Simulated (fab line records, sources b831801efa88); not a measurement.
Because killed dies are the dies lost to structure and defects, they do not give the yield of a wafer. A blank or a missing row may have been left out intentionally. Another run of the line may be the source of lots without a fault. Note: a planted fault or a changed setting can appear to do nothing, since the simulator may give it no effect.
fab line records	flow sky130
record lots=6	wafers=18	last-day=50
route steps=708 shown LDD_N@245 LDD_P@255 PAD_OPEN@708
lots that met no fault: taken from a fault-free run of the same line
start-h: the number of hours between the record's first day and the start of the first shown wafer of the lot	wait-h: hours elapsed since this lot's preceding step	" same as the row above	L1.1+2: one row covering several wafers at once	- value missing, or start not given	* or withheld: withheld	< > ~ a bound
route shown NAME@n: names a module that has steps shown in the file, with the first one's number in the route	usual: mean/standard deviation of fault-free wafers	same: alike in all rows	chamber/n: place in a boat	sites: readings site by site	_std_site: standard deviation across them	_edge_site: inner sites' mean taken away from outer sites' mean	radius-mm: how far each site lies from the wafer's centre	mask NAME#n: copy n	behind: the last tool/chamber to shape the wafer	hold: cause of the lot's hold/its duration in hours/its outcome	device: the transistor (n, p or np) that didn't switch	end of line: tests of these same wafers at the route's end	a step given without rows: its recipe and nothing more	killed: at the first sort, the dies lost to defects and structure; wafer yield is something else	map: the dies of a wafer, with x for killed, . for not killed, _ for no die there
set.NAME: the run value of the setting; set.NAME@STEP: its run value at that earlier step	model.NAME: the simulator's own value behind a step, which no gauge read
lots at selected steps of the route; one table per step, one row per wafer
services: the hour from which a tool's chamber was out of use, counted from the record's first day as start-h (under 0 if before that day), plus the number of hours and why
## steps
# step SKY_LDD_N_IMPLANT_08
# recipe species=As	energy-kev=20	dose-cm2=7.5e+13	tilt-deg=withheld	rotation-deg=23
# step SKY_LDD_N_IMPLANT_09
# recipe species=As	energy-kev=20	dose-cm2=7.5e+13	tilt-deg=withheld	rotation-deg=113
# step SKY_LDD_N_IMPLANT_10
# recipe species=As	energy-kev=20	dose-cm2=7.5e+13	tilt-deg=withheld	rotation-deg=203
# step SKY_LDD_N_IMPLANT_11
# recipe species=As	energy-kev=20	dose-cm2=7.5e+13	tilt-deg=withheld	rotation-deg=293
# step SKY_LDD_N_IMPLANT_12
# recipe species=BF2	energy-kev=50	dose-cm2=5e+12	tilt-deg=30	rotation-deg=0
# step SKY_LDD_N_IMPLANT_13
# recipe species=BF2	energy-kev=50	dose-cm2=5e+12	tilt-deg=30	rotation-deg=90
# step SKY_LDD_N_IMPLANT_14
# recipe species=BF2	energy-kev=50	dose-cm2=5e+12	tilt-deg=30	rotation-deg=180
# step SKY_LDD_N_IMPLANT_15
# recipe species=BF2	energy-kev=50	dose-cm2=5e+12	tilt-deg=30	rotation-deg=270
# step SKY_LDD_N_STRIP_16
# recipe chemistry=O2/N2	power-w=1400	pressure-mtorr=1500	platen-temp-c=withheld	o2-flow-sccm=3000	n2-flow-sccm=300	overash-fraction=0.5
# usual drypump-motor-current-A=5.61/0.2	oes-product-au=0.407/0.0044	strip-time-to-endpoint-s=4.312/0.015
lot.wafer	tool	chamber	start-h	wait-h	drypump-motor-current-A	oes-product-au	rf-hours-counter-h	strip-time-to-endpoint-s
L247.2	plasma-asher-04	1	478.79	0.1	5.94	0.396	67	4.315
L247.4	"	1	"	"	5.94	0.408	-	4.314
L247.5	"	1	"	"	5.95	0.407	-	4.316
L250.2	plasma-asher-03	0	492.99	0.1	5.49	0.408	81	4.310
L250.3	"	0	"	"	5.50	0.411	-	4.311
L250.4	"	1	"	"	5.45	0.414	-	4.299
L259.3	plasma-asher-04	1	569.17	0.1	5.90	0.409	-	4.326
L259.4	"	0	"	"	5.60	0.401	-	4.300
L259.6	"	0	"	"	5.58	0.405	-	4.297
L260.1	plasma-asher-04	1	584.89	0.1	5.91	0.411	78	4.325
L260.4	"	1	"	"	5.92	0.408	-	4.299
L260.5	"	0	"	"	5.58	0.412	-	4.305
L262.1	plasma-asher-04	0	610.54	0.1	5.57	0.401	81	4.298
L262.3	"	1	"	"	5.90	0.403	-	4.312
L262.5	"	0	"	"	5.55	0.405	-	4.314
L263.1	plasma-asher-03	1	613.04	0.1	5.44	0.403	94	4.326
L263.3	"	0	"	"	5.46	0.406	-	4.326
L263.6	"	1	"	"	5.43	0.404	-	4.326
# step SKY_LDD_N_TW_MEAS_17
# usual LDD_N_TW=2545/21
lot.wafer	tool	chamber	start-h	wait-h	LDD_N_TW
L247.2	film-metro-04	-	478.90	0.1	2512
L247.4	"	-	"	"	2530
L247.5	"	-	"	"	2509
L250.2	film-metro-04	-	493.10	0.1	2537
L250.3	"	-	"	"	2532
L250.4	"	-	"	"	2532
L259.3	film-metro-02	-	569.26	0.1	2562
L259.4	"	-	"	"	2556
L259.6	"	-	"	"	2566
L260.1	film-metro-02	-	584.99	0.1	2559
L260.4	"	-	"	"	2562
L260.5	"	-	"	"	2570
L262.1	film-metro-04	-	610.64	0.1	2541
L262.3	"	-	"	"	2537
L262.5	"	-	"	"	2524
L263.1	film-metro-02	-	613.14	0.1	2548
L263.3	"	-	"	"	2556
L263.6	"	-	"	"	2543
# step SKY_LDD_P_DEHYDRATE_00
# recipe temp-c=200	time-s=60
# step SKY_LDD_P_HMDS_01
# recipe prime-time-s=60	prime-temp-c=120
# step SKY_LDD_P_COAT_02
# recipe resist=NOVOLAK	spin-rpm=3000	resist-thk-nm=1140
# usual spin-speed-rpm=3000.5/1.9
lot.wafer	tool	chamber	start-h	wait-h	spin-speed-rpm	model.NOVOLAK_of_LDD_P_COAT_02.thk-nm
L247.2	litho-track-04	0	494.47	0.1	2998.1	1144
L247.4	"	0	"	"	2997.5	1143
L247.5	"	0	"	"	2998.3	1137
L250.2	litho-track-03	0	507.63	0.1	3001.1	1142
L250.3	"	0	"	"	2999.1	1139
L250.4	"	0	"	"	2999.3	1141
L259.3	litho-track-04	0	583.79	0.1	3123.6	1120
L259.4	"	0	"	"	3124.4	1116
L259.6	"	0	"	"	3125.8	1116
L260.1	litho-track-04	0	599.49	0.1	3123.3	1107
L260.4	"	0	"	"	3123.4	1113
L260.5	"	0	"	"	3122.3	1109
L262.1	litho-track-02	0	625.05	0.1	3001.1	1145
L262.3	"	0	"	"	3002.1	1145
L262.5	"	0	"	"	3000.6	1147
L263.1	litho-track-03	0	627.10	0.1	3000.3	1139
L263.3	"	0	"	"	2995.4	1142
L263.6	"	0	"	"	2999.4	1139
# step SKY_LDD_P_SOFTBAKE_03
# recipe temp-c=90	time-s=60	resist=NOVOLAK
# step SKY_LDD_P_EXPOSE_04
# recipe mask-id=PSDM	na=0.6	source-shape=conventional	sigma-outer=0.6	polarization=unpolarized	target-cd-nm=380	dose-mj=138
# step SKY_LDD_P_PEB_05
# recipe temp-c=withheld	time-s=*	resist=NOVOLAK
# step SKY_LDD_P_DEVELOP_06
# recipe resist=NOVOLAK	developer=TMAH	develop-time-s=60	dev-temp-c=23
lot.wafer	tool	chamber	start-h	wait-h	model.NOVOLAK_of_LDD_P_COAT_02.thk-nm
L247.2	litho-track-04	0	509.52	0.1	1143
L247.4	"	0	"	"	1142
L247.5	"	0	"	"	1137
L250.2	litho-track-04	0	523.27	0.1	1142
L250.3	"	0	"	"	1138
L250.4	"	0	"	"	1140
L259.3	litho-track-04	0	598.39	0.1	1120
L259.4+6	"	0	"	"	1116
L260.1	litho-track-03	0	614.15	0.1	1107
L260.4	"	0	"	"	1112
L260.5	"	0	"	"	1109
L262.1	litho-track-03	0	639.40	0.1	1145
L262.3	"	0	"	"	1144
L262.5	"	0	"	"	1147
L263.1+6	litho-track-03	0	641.45	0.1	1139
L263.3	"	0	"	"	1141
# step SKY_LDD_P_CD_MEAS_07
# recipe target-cd-nm=380
# usual cd-nm=379.7/2.6
lot.wafer	tool	chamber	start-h	wait-h	cd-nm
L247.2	cd-sem-01	-	509.66	0.1	377.8
L247.4	"	-	"	"	380.2
L247.5	"	-	"	"	379.6
L250.2	cd-sem-02	-	523.41	0.1	382.8
L250.3	"	-	"	"	382.6
L250.4	"	-	"	"	382.1
L259.3	cd-sem-02	-	598.53	0.1	375.2
L259.4	"	-	"	"	377.3
L259.6	"	-	"	"	376.6
L260.1	cd-sem-02	-	614.30	0.1	379.5
L260.4	"	-	"	"	378.2
L260.5	"	-	"	"	379.5
L262.1	cd-sem-02	-	639.55	0.1	377.7
L262.3	"	-	"	"	377.9
L262.5	"	-	"	"	375.5
L263.1	cd-sem-02	-	641.60	0.1	381.7
L263.3	"	-	"	"	382.1
L263.6	"	-	"	"	380.6
# step SKY_LDD_P_OVL_MEAS_08
# usual LDD_P_OVL=0.2/0.99
lot.wafer	tool	chamber	start-h	wait-h	LDD_P_OVL[nm]
L247.2	overlay-02	-	509.77	0.1	-1.8
L247.4	"	-	"	"	-0.7
L247.5	"	-	"	"	-0.1
L250.2	overlay-02	-	523.52	0.1	0.0
L250.3	"	-	"	"	-0.6
L250.4	"	-	"	"	-0.7
L259.3	overlay-01	-	598.62	0.1	-1.0
L259.4	"	-	"	"	1.2
L259.6	"	-	"	"	-0.7
L260.1	overlay-02	-	614.42	0.1	1.7
L260.4	"	-	"	"	-0.3
L260.5	"	-	"	"	0.2
L262.1	overlay-01	-	639.67	0.1	0.5
L262.3	"	-	"	"	-0.7
L262.5	"	-	"	"	-0.7
L263.1	overlay-01	-	641.72	0.1	0.9
L263.3	"	-	"	"	-0.5
L263.6	"	-	"	"	1.2
# step SKY_LDD_P_IMPLANT_09
# recipe species=BF2	energy-kev=25	dose-cm2=1e+13	tilt-deg=withheld
# step SKY_LDD_P_STRIP_10
# recipe chemistry=O2/N2	power-w=1400	pressure-mtorr=1500	platen-temp-c=withheld	o2-flow-sccm=3000	n2-flow-sccm=300	overash-fraction=0.5
# usual drypump-motor-current-A=5.8/0.33	oes-product-au=0.716/0.0048	strip-time-to-endpoint-s=14.18/0.046
lot.wafer	tool	chamber	start-h	wait-h	drypump-motor-current-A	oes-product-au	rf-hours-counter-h	strip-time-to-endpoint-s
L247.2	plasma-asher-01	0	510.04	0.1	5.8	0.715	38	14.22
L247.4	"	1	"	"	6.4	0.713	-	14.23
L247.5	"	0	"	"	5.8	0.717	-	14.13
L250.2	plasma-asher-04	1	523.70	0.1	5.9	0.718	71	14.20
L250.3	"	0	"	"	5.6	0.712	-	14.15
L250.4	"	1	"	"	5.9	0.710	-	14.19
L259.3	plasma-asher-02	1	598.83	0.1	5.4	0.711	-	13.93
L259.4	"	0	"	"	5.5	0.718	-	13.90
L259.6	"	0	"	"	5.5	0.714	-	13.91
L260.1	plasma-asher-02	0	614.61	0.1	5.5	0.717	19	13.78
L260.4	"	1	"	"	5.4	0.709	-	13.86
L260.5	"	0	"	"	5.5	0.715	-	13.80
L262.1	plasma-asher-04	1	639.86	0.1	5.9	0.710	84	14.24
L262.3	"	1	"	"	5.9	0.713	-	14.23
L262.5	"	0	"	"	5.6	0.721	-	14.28
L263.1	plasma-asher-02	1	641.91	0.1	5.4	0.717	21	14.18
L263.3	"	0	"	"	5.5	0.705	-	14.20
L263.6	"	0	"	"	5.5	0.712	-	14.16
# step SKY_LDD_P_TW_MEAS_11
# usual LDD_P_TW=633/5.2
lot.wafer	tool	chamber	start-h	wait-h	LDD_P_TW
L247.2	film-metro-02	-	510.15	0.1	627
L247.4	"	-	"	"	627
L247.5	"	-	"	"	628
L250.2	film-metro-01	-	523.81	0.1	636
L250.3	"	-	"	"	635
L250.4	"	-	"	"	638
L259.3	film-metro-02	-	598.92	0.1	627
L259.4	"	-	"	"	626
L259.6	"	-	"	"	631
L260.1	film-metro-03	-	614.71	0.1	637
L260.4	"	-	"	"	637
L260.5	"	-	"	"	635
L262.1	film-metro-01	-	639.96	0.1	638
L262.3	"	-	"	"	632
L262.5	"	-	"	"	637
L263.1	film-metro-03	-	642.01	0.1	634
L263.3	"	-	"	"	631
L263.6	"	-	"	"	630
# step SKY_PAD_OPEN_PROBE_99
# usual killed_at_M0_to_M3=44/7.1	killed_at_M4_up=3.0/1.9	killed-at-contacts=25/5.6	killed-at-front-end=14/4.1	killed-at-other=0.2/0.44	killed-dies=86/9.1	killed-open=47/7.4	killed-short=39/5.7
# same gross-dies=492	killed-at-back-side=0
lot.wafer	tool	chamber	start-h	wait-h	killed_at_M0_to_M3	killed_at_M4_up	killed-at-contacts	killed-at-front-end	killed-at-other	killed-dies	killed-open	killed-short
L260.1	prober-01	-	1184.05	0.1	48	5	24	12	0	89	46	43
L260.4	prober-01	-	1184.20	0.2	47	4	29	14	0	94	63	31
L260.5	prober-01	-	1184.25	0.2	39	0	31	9	0	79	47	32
# killed by level:class
L260.1 VIA1:geometric-particle:open=10 CONTACT:geometric-particle:open=9 CONTACT:geometric-particle:short=7 VIA1:geometric-particle:short=7 VIA2:geometric-particle:open=7 METAL1:geometric-particle:short=6 VIA3:geometric-particle:open=6 FIELD_ISO:geometric-particle:open=5
L260.4 VIA1:geometric-particle:open=13 CONTACT:geometric-particle:open=12 LI_CONTACT:geometric-particle:open=9 VIA2:geometric-particle:open=7 POLY_GATE:geometric-particle:open=5 VIA3:geometric-particle:open=5 VIA1:geometric-particle:short=5 METAL2:geometric-particle:short=5
L260.5 VIA1:geometric-particle:open=11 CONTACT:geometric-particle:open=10 CONTACT:geometric-particle:short=9 LI_CONTACT:geometric-particle:open=7 VIA3:geometric-particle:open=6 VIA2:geometric-particle:open=5 FIELD_ISO:geometric-particle:short=4 VIA1:geometric-particle:short=4
## services
tool	chamber	start-h	hours	kind
plasma-asher-01	-	497.05	1.3	repair
plasma-asher-01	-	535.96	2.8	pm
plasma-asher-01	-	585.82	1.7	repair
plasma-asher-01	-	596.00	14.6	pm
## key
first-sign step=SKY_LDD_P_COAT_02	reading=spin-speed-rpm	direction=up	sigmas=66	usual=3000.5	struck=3123.8
effect step=SKY_LDD_P_STRIP_10	reading=strip-time-to-endpoint-s	direction=down	sigmas=6.9	usual=*	struck=*
model-effect step=SKY_LDD_P_COAT_02	value=NOVOLAK_of_LDD_P_COAT_02.thk-nm	without=1136	struck=1114
model-effect step=SKY_LDD_P_DEVELOP_06	value=NOVOLAK_of_LDD_P_COAT_02.thk-nm	without=1136	struck=1113
met-at SKY_LDD_P_COAT_02
struck-wafers L259.3,L259.4,L259.6,L260.1,L260.4,L260.5
tester-left-out L259,L260
onset-between 494.47 583.79
fault kind=process-parameter-drift	tool=litho-track-04	chamber=-	onset-h=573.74	steps=SKY_LDD_P_COAT_02	channel=spin-rpm	offset=122.46	shape=step	end-h=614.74	acts-in=these-recipes-only	stated=3000
# tester-left-out: of these lots the tester's yield and bins aren't shown, on N5 and GAA mostly nor the transistor test; their killed dies are dies lost to structure and defects alone, not to doping, threshold or leakage, so they don't give the yield
